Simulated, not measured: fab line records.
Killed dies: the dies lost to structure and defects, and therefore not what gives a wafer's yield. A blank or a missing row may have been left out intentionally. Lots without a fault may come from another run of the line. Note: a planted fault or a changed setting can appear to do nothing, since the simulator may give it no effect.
fab line records | flow sky130
record lots=3 wafers=9 last-day=50
route steps=708 shown VIA2@527 METAL3@532 CAPM@537 PAD_OPEN@708
lots untouched by any fault: they come from a run of this same line in which no faults occurred
start-h: hours from the record's opening day to when the first of the lot's shown wafers began | wait-h: hours elapsed since this lot's preceding step | " identical to the entry in the row above | L1.1+2: a single row standing in for several wafers | - value missing, or start not given | * or withheld: withheld | < > ~ a bound
route shown NAME@n: NAME is a module with steps in the file, n the number in the route of the first one | usual: average and standard deviation across the fault-free wafers | same: alike in all rows | chamber/n: place in a boat | sites: readings site by site | _std_site: the standard deviation of these | _edge_site: inner sites' mean taken away from outer sites' mean | radius-mm: for every site, how far away it sits from the centre of the wafer | mask NAME#n: copy n | behind: the last tool/chamber to shape the wafer | hold: the reason the lot was held/the length of the hold in hours/how it ended | device: transistor that didn't switch, given as n, p or np | end of line: the tests these same wafers got at the end of their route | where a step has no rows: the recipe by itself | killed: the dies lost at the first sort to structure and to defects; this is not the yield of the wafer | map: shows each die of a wafer: x if killed, . if not, _ if none is there
set.NAME: setting as actually run; set.NAME@STEP: the setting as run at that earlier step | model.NAME: the simulator's own value behind a step, which no gauge read
certain route steps with their lots: each step a table, each wafer a row
services: when a tool's chamber went out of use (start-h, in hours from the record's first day, below 0 if earlier), for how many hours, and the reason
## steps
# step SKY_VIA2_SPUTTER_20
# recipe material=TiN target-thk-nm=20 chamber-pressure-pa=5 power-w=4000 time-s=80
# step SKY_VIA2_CVD_21
# recipe material=W target-thk-nm=420 time-s=126.4 temp-c=400 pressure-torr=40
# step SKY_VIA2_CMP_24
# recipe stop-on=SiO2 t-overpolish-s=20 down-force-psi=3.5 platen-rpm=60 target-thk-nm=0 pad-velocity-m-s=0.94248
# step SKY_METAL3_SPUTTER_00
# recipe material=Ti target-thk-nm=15 power-w=3000 time-s=10 chamber-pressure-pa=0.4
# step SKY_METAL3_SPUTTER_01
# recipe material=TiN target-thk-nm=20 power-w=6500 time-s=16.7 chamber-pressure-pa=0.4
# step SKY_METAL3_SPUTTER_02
# recipe material=AlCu target-thk-nm=735 power-w=10600 time-s=39.1 chamber-pressure-pa=0.4
# step SKY_METAL3_SPUTTER_03
# recipe material=Ti target-thk-nm=5 power-w=3000 time-s=3.3 chamber-pressure-pa=0.4
# step SKY_METAL3_SPUTTER_04
# recipe material=TiN target-thk-nm=70 power-w=6500 time-s=58.3 chamber-pressure-pa=0.4
# step SKY_CAPM_CVD_00
# recipe material=SiO2 target-thk-nm=15.5 temp-c=400 time-s=withheld rf-w=450
# step SKY_CAPM_SPUTTER_02
# recipe material=TiN target-thk-nm=200 temp-c=300 power-w=6500 time-s=166.7 chamber-pressure-pa=0.4
# usual cathode-dc-power-W=6500.0/1.2 susceptor-temp-C=300.03/0.18 throttle-valve-pct=30.0/0.93
# columns lot.wafer tool chamber start-h wait-h cathode-dc-power-W susceptor-temp-C throttle-valve-pct model.TiN_of_CAPM_SPUTTER_02.thk-nm
L161.1 pvd-sputter-02 - 904.80 0.1 6499.5 300.07 30.1 203.5
L161.2 " - " " 6499.9 300.11 32.0 200.5
L161.5 " - " " 6499.2 300.08 30.3 202.6
L162.1 pvd-sputter-02 - 924.19 0.1 5186.8 300.18 28.2 160.4
L162.2 " - " " 6499.6 299.69 30.4 202.8
L162.5 " - " " 6499.4 299.98 30.0 202.9
L174.3 pvd-sputter-01 - 998.35 0.0 6498.7 300.00 31.0 196.8
L174.4 " - " " 6498.0 299.95 30.1 200.1
L174.6 " - " " 6499.1 299.96 30.2 200.5
# step SKY_CAPM_RS_MEAS_03
# recipe thk-meas-gauge=four-point-probe reads=TiN_of_CAPM_SPUTTER_02
# usual CAPM_TIN_RS=6.91/0.067
# columns lot.wafer tool chamber start-h wait-h hold CAPM_TIN_RS[ohm/sq]
L161.1 film-metro-04 - 904.90 0.1 - 6.78
L161.2 " - " " - 6.89
L161.5 " - " " - 6.81
L162.1 film-metro-02 - 924.30 0.1 await-dispo/0.2h/release 8.68
L162.2 " - " " await-dispo/0.2h/release 6.82
L162.5 " - " " await-dispo/0.2h/release 6.80
L162.1 film-metro-02 - 924.59 0.3 - 8.67
L162.2 " - " " - 6.83
L162.5 " - " " - 6.81
L174.3 film-metro-04 - 998.50 0.1 - 7.01
L174.4 " - " " - 6.89
L174.6 " - " " - 6.87
# step SKY_CAPM_THK_MEAS_04
# recipe thk-meas-gauge=xrf reads=TiN_of_CAPM_SPUTTER_02
# usual CAPM_TIN_THK=197.6/2.3
# columns lot.wafer tool chamber start-h wait-h hold CAPM_TIN_THK[nm]
L161.1 film-metro-04 - 905.02 0.1 - 201.0
L161.2 " - " " - 199.7
L161.5 " - " " - 200.4
L162.1 film-metro-02 - 928.80 4.2 await-dispo/0.2h/release 157.6
L162.2 " - " " await-dispo/0.2h/release 199.1
L162.5 " - " " await-dispo/0.2h/release 199.2
L162.1 film-metro-02 - 929.02 0.2 - 157.6
L162.2 " - " " - 198.6
L162.5 " - " " - 199.0
L174.3 film-metro-04 - 998.60 0.1 - 195.3
L174.4 " - " " - 198.6
L174.6 " - " " - 199.1
# step SKY_CAPM_HMDS_06
# recipe prime-time-s=60 prime-temp-c=120
# step SKY_CAPM_COAT_07
# recipe resist=NOVOLAK spin-rpm=3000 resist-thk-nm=1140
# step SKY_CAPM_SOFTBAKE_08
# recipe temp-c=90 time-s=60 resist=NOVOLAK
# step SKY_CAPM_EXPOSE_09
# recipe mask-id=CAPM na=0.6 source-shape=conventional sigma-outer=0.6 polarization=unpolarized target-cd-nm=1000 dose-mj=159
# step SKY_CAPM_PEB_10
# recipe temp-c=withheld time-s=* resist=NOVOLAK
# step SKY_CAPM_DEVELOP_11
# recipe resist=NOVOLAK developer=TMAH develop-time-s=60 dev-temp-c=23
# step SKY_CAPM_METAL_ETCH_13
# recipe target-depth-nm=220 stop-on=SiO2 chemistry=Cl2/BCl3 target=TiN pressure-mtorr=10 icp-w=900 bias-w=48.5 Cl2_flow_sccm=60 bcl3-flow-sccm=30 time-s=62.9
# usual chamber-pressure-mTorr=9.999/0.0095 drypump-motor-current-A=5.8/0.52 oes-product-au=0.942/0.0065 throttle-valve-pct=21.901/0.01
# columns lot.wafer tool chamber start-h wait-h chamber-pressure-mTorr drypump-motor-current-A oes-product-au rf-hours-counter-h throttle-valve-pct
L161.1 rie-metal-04 0 930.22 0.0 9.970 6.6 0.951 11 21.887
L161.2 " 1 " " 9.979 5.9 0.938 16 21.895
L161.5 " 0 " " 10.000 6.6 0.947 - 21.884
L162.1 rie-metal-04 0 949.83 0.0 9.993 6.6 0.829 12 21.964
L162.2 " 0 " " 9.985 6.6 0.953 - 21.891
L162.5 " 0 " " 10.002 6.6 0.955 - 21.901
L174.3 rie-metal-02 1 1022.05 0.0 9.997 5.5 0.932 - 21.897
L174.4 " 0 " " 9.987 5.5 0.942 - 21.898
L174.6 " 1 " " 10.015 5.5 0.940 - 21.894
# step SKY_CAPM_STRIP_14
# recipe chemistry=O2/N2 power-w=1400 pressure-mtorr=1500 platen-temp-c=withheld o2-flow-sccm=3000 n2-flow-sccm=300 overash-fraction=0.5
# step SKY_CAPM_STRIP_15
# recipe chemistry=post-etch-residue-remover time-s=1200 temp-c=72.5
# step SKY_CAPM_CLEAN_16
# recipe chemistry=IPA time-s=180 temp-c=25
# step SKY_CAPM_CLEAN_17
# recipe chemistry=O3/DIW dry=n2-spin
# step SKY_METAL3_DEHYDRATE_05
# recipe temp-c=200 time-s=60
# step SKY_METAL3_HMDS_06
# recipe prime-time-s=60 prime-temp-c=120
# step SKY_METAL3_COAT_07
# recipe resist=BARC temp-c=withheld time-s=withheld spin-rpm=3000 resist-thk-nm=60
# step SKY_METAL3_COAT_08
# recipe resist=KrF-thick spin-rpm=3000 resist-thk-nm=1140
# step SKY_METAL3_SOFTBAKE_09
# recipe temp-c=100 time-s=90 resist=KrF-thick
# step SKY_METAL3_EXPOSE_10
# recipe mask-id=MM3 na=0.68 source-shape=annular sigma-inner=0.4 sigma-outer=0.8 target-cd-nm=300 dose-mj=28
# step SKY_METAL3_PEB_11
# recipe peb-temp-c=withheld peb-time-s=withheld resist=KrF-thick
# step SKY_METAL3_DEVELOP_12
# recipe develop-time-s=60 resist=KrF-thick dev-temp-c=21
# step SKY_METAL3_DESCUM_15
# recipe chemistry=O2 source-power-w=150 bias-power-w=0 pressure-mtorr=10 temp-c=40 time-s=8
# step SKY_METAL3_ETCH_16
# recipe chemistry=N2/H2 target=BARC ion-energy-ev=200 bias-w=100 pressure-mtorr=30 n2-flow-sccm=100 h2-flow-sccm=200 icp-w=500 stop-on=SiO2 time-s=88.2 target-depth-a=600
# step SKY_METAL3_ETCH_17
# recipe target=SiO2 stop-on=TiN chemistry=C4F8/O2/Ar source-w=1500 bias-w=1200 pressure-mtorr=40 c4f8-flow-sccm=withheld O2_flow_sccm=6 Ar_flow_sccm=300 time-s=3.9 target-depth-a=150
# step SKY_METAL3_METAL_ETCH_18
# recipe target-depth-a=8450 stop-on=SiO2 over-etch-frac=0.3 time-s=183.1 chemistry=Cl2/BCl3 resist-sidewall-deg=88 pressure-mtorr=10 icp-w=900 bias-w=48.5 Cl2_flow_sccm=60 bcl3-flow-sccm=30
# step SKY_METAL3_STRIP_20
# recipe chemistry=post-etch-residue-remover time-s=1200 temp-c=72.5
# columns lot.wafer tool chamber start-h wait-h model.TiN_of_CAPM_SPUTTER_02.thk-nm
L161.1 wet-bench-01 3 956.52 0.1 202.7
L161.2 " 3 " " 199.6
L161.5 " 3 " " 201.7
L162.1 wet-bench-01 1 975.43 0.1 159.5
L162.2 " 1 " " 201.9
L162.5 " 1 " " 202.1
L174.3 wet-bench-03 3 1046.48 0.0 195.9
L174.4 " 3 " " 199.2
L174.6 " 3 " " 199.6
# step SKY_PAD_OPEN_PROBE_99
# usual defect-limited-yield=82.8/2 killed_at_M0_to_M3=43/6.4 killed_at_M4_up=3.1/2 killed-at-contacts=24/5.2 killed-at-front-end=15/4.3 killed-at-other=0.2/0.48 killed-dies=85/9.7 killed-open=47/6.9 killed-short=38/6.7 sort_bin_3_pad_short=0.9/0.48 sort_bin_5_function=10.3/1.6 sort_bin_6_memory=6.1/0.97 sort-n-pass=407/9.7 sort-yield-pct=82.8/2
# same gross-dies=492 killed-at-back-side=0 sort_bin_4_leakage[%]=0 sort_bin_8_speed[%]=0
# columns lot.wafer tool chamber start-h wait-h defect-limited-yield[%] killed_at_M0_to_M3 killed_at_M4_up killed-at-contacts killed-at-front-end killed-at-other killed-dies killed-open killed-short sort_bin_3_pad_short[%] sort_bin_5_function[%] sort_bin_6_memory[%] sort-n-pass sort-yield-pct[%] model.etest.cap-mim.plate-ohm-sq model.etest.cap-mim.bv-v model.etest.cap-mim.leak-log10-a-cm2
L161.1 prober-01 - 1123.71 0.1 85.6 41 3 15 12 0 71 39 32 0.8 8.5 5.1 421 85.6 5.887 14.13 -8.998
L161.2 prober-01 - 1123.76 0.1 84.8 45 3 20 7 0 75 40 35 0.6 9.6 5.1 417 84.8 5.993 13.76 -8.878
L161.5 prober-01 - 1123.91 0.2 83.9 43 4 19 13 0 79 41 38 1.0 9.1 5.9 413 83.9 5.941 14.35 -9.009
L162.1 prober-02 - 1139.04 0.1 85.4 37 4 20 11 0 72 41 31 1.2 7.9 5.5 420 85.4 7.464 12.77 -8.357
L162.2 prober-02 - 1139.09 0.1 80.5 44 1 33 17 1 96 53 43 1.0 13.0 5.5 396 80.5 5.892 14.12 -9.052
L162.5 prober-02 - 1139.24 0.2 79.9 44 4 32 19 0 99 58 41 1.2 11.8 7.1 393 79.9 5.924 13.94 -9.022
L174.3 prober-02 - 1192.15 0.2 83.3 44 0 24 13 1 82 45 37 0.8 10.2 5.7 410 83.3 6.06 13.77 -8.982
L174.4 prober-02 - 1192.20 0.2 85.8 37 6 15 12 0 70 39 31 0.2 8.5 5.5 422 85.8 6.004 13.59 -8.934
L174.6 prober-02 - 1192.30 0.2 83.9 45 0 24 9 1 79 48 31 0.6 10.8 4.7 413 83.9 5.977 13.85 -8.91
# killed by level:class
L161.1 VIA1:geometric-particle:open=10 CONTACT:geometric-particle:open=9 VIA2:geometric-particle:open=8 POLY_GATE:geometric-particle:short=6 METAL1:geometric-particle:short=6 LI_CONTACT:geometric-particle:open=4 METAL2:geometric-particle:short=4 FIELD_ISO:geometric-particle:open=3
L161.2 VIA1:geometric-particle:open=10 CONTACT:geometric-particle:open=7 METAL1:geometric-particle:short=7 LI_CONTACT:geometric-particle:open=6 VIA3:geometric-particle:open=6 CONTACT:geometric-particle:short=5 VIA3:geometric-particle:short=5 VIA1:geometric-particle:short=4
L161.5 VIA1:geometric-particle:open=9 METAL2:geometric-particle:short=8 CONTACT:geometric-particle:open=6 VIA3:geometric-particle:open=6 VIA1:geometric-particle:short=5 VIA3:geometric-particle:short=5 LI_CONTACT:geometric-particle:open=4 LOCAL_INTERCONNECT:geometric-particle:short=4
L162.1 VIA1:geometric-particle:open=13 LI_CONTACT:geometric-particle:open=8 METAL4:geometric-particle:short=4 CONTACT:geometric-particle:short=4 CONTACT:geometric-particle:open=4 METAL1:geometric-particle:short=4 POLY_GATE:geometric-particle:open=3 POLY_GATE:geometric-particle:short=3
L162.2 VIA1:geometric-particle:open=19 CONTACT:geometric-particle:open=12 LI_CONTACT:geometric-particle:open=9 CONTACT:geometric-particle:short=7 FIELD_ISO:geometric-particle:open=6 VIA1:geometric-particle:short=6 METAL1:geometric-particle:short=6 FIELD_ISO:geometric-particle:short=4
L162.5 VIA1:geometric-particle:open=17 VIA2:geometric-particle:open=10 CONTACT:geometric-particle:open=8 LI_CONTACT:geometric-particle:open=7 CONTACT:geometric-particle:short=7 POLY_GATE:geometric-particle:short=6 LOCAL_INTERCONNECT:geometric-particle:short=6 FIELD_ISO:geometric-particle:short=5
L174.3 VIA1:geometric-particle:open=11 CONTACT:geometric-particle:open=10 CONTACT:geometric-particle:short=8 VIA2:geometric-particle:open=8 VIA1:geometric-particle:short=6 METAL2:geometric-particle:short=6 VIA3:geometric-particle:open=6 POLY_GATE:geometric-particle:short=3
L174.4 VIA1:geometric-particle:open=12 LI_CONTACT:geometric-particle:open=6 METAL2:geometric-particle:short=5 VIA3:geometric-particle:open=5 LOCAL_INTERCONNECT:geometric-particle:short=4 METAL1:geometric-particle:short=4 METAL4:geometric-particle:short=4 FIELD_ISO:geometric-particle:open=3
L174.6 VIA3:geometric-particle:open=14 VIA1:geometric-particle:open=12 CONTACT:geometric-particle:open=10 LI_CONTACT:geometric-particle:open=5 CONTACT:geometric-particle:short=4 VIA1:geometric-particle:short=4 METAL2:geometric-particle:short=4 FIELD_ISO:geometric-particle:short=3
## services
# columns tool chamber start-h hours kind
rie-metal-04 1 932.40 - clean
rie-metal-04 1 932.40 20.4 scheduled-down
rie-metal-04 1 932.40 20.4 vent-cycle
pvd-sputter-02 - 937.49 1.6 repair
rie-metal-02 - 997.21 1.5 repair
pvd-sputter-01 - 1000.03 7.2 repair
pvd-sputter-02 1 1003.48 - consumable-replace:kit
pvd-sputter-02 1 1003.48 18.0 scheduled-down
pvd-sputter-02 1 1003.48 18.0 vent-cycle
rie-metal-02 0 1005.76 - clean
rie-metal-02 0 1005.76 14.4 scheduled-down
rie-metal-02 0 1005.76 14.4 vent-cycle
pvd-sputter-02 - 1043.53 17.0 repair
## key
first-sign step=SKY_CAPM_SPUTTER_02 reading=cathode-dc-power-W direction=down sigmas=99+ usual=6500.0 struck=5186.8
effect step=SKY_CAPM_RS_MEAS_03 reading=visit direction=added
effect step=SKY_CAPM_RS_MEAS_03 reading=CAPM_TIN_RS direction=up sigmas=26 usual=6.91 struck=8.68
effect step=SKY_CAPM_THK_MEAS_04 reading=visit direction=added
effect step=SKY_CAPM_THK_MEAS_04 reading=CAPM_TIN_THK direction=down sigmas=18 usual=197.6 struck=157.6
effect step=SKY_CAPM_METAL_ETCH_13 reading=oes-product-au direction=down sigmas=17 usual=0.942 struck=0.829
model-effect step=SKY_CAPM_SPUTTER_02 value=TiN_of_CAPM_SPUTTER_02.thk-nm without=200.8 struck=160.4
model-effect step=SKY_METAL3_STRIP_20 value=TiN_of_CAPM_SPUTTER_02.thk-nm without=199.9 struck=159.5
model-effect step=SKY_PAD_OPEN_PROBE_99 value=etest.cap-mim.plate-ohm-sq without=5.961 struck=7.464
met-at SKY_CAPM_SPUTTER_02
struck-wafers L162.1
fault kind=process-parameter-drift tool=pvd-sputter-02 chamber=- onset-h=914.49 steps=SKY_CAPM_SPUTTER_02 channel=power-w offset=* shape=step end-h=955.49 acts-in=* stated=* scope=struck-wafers-only
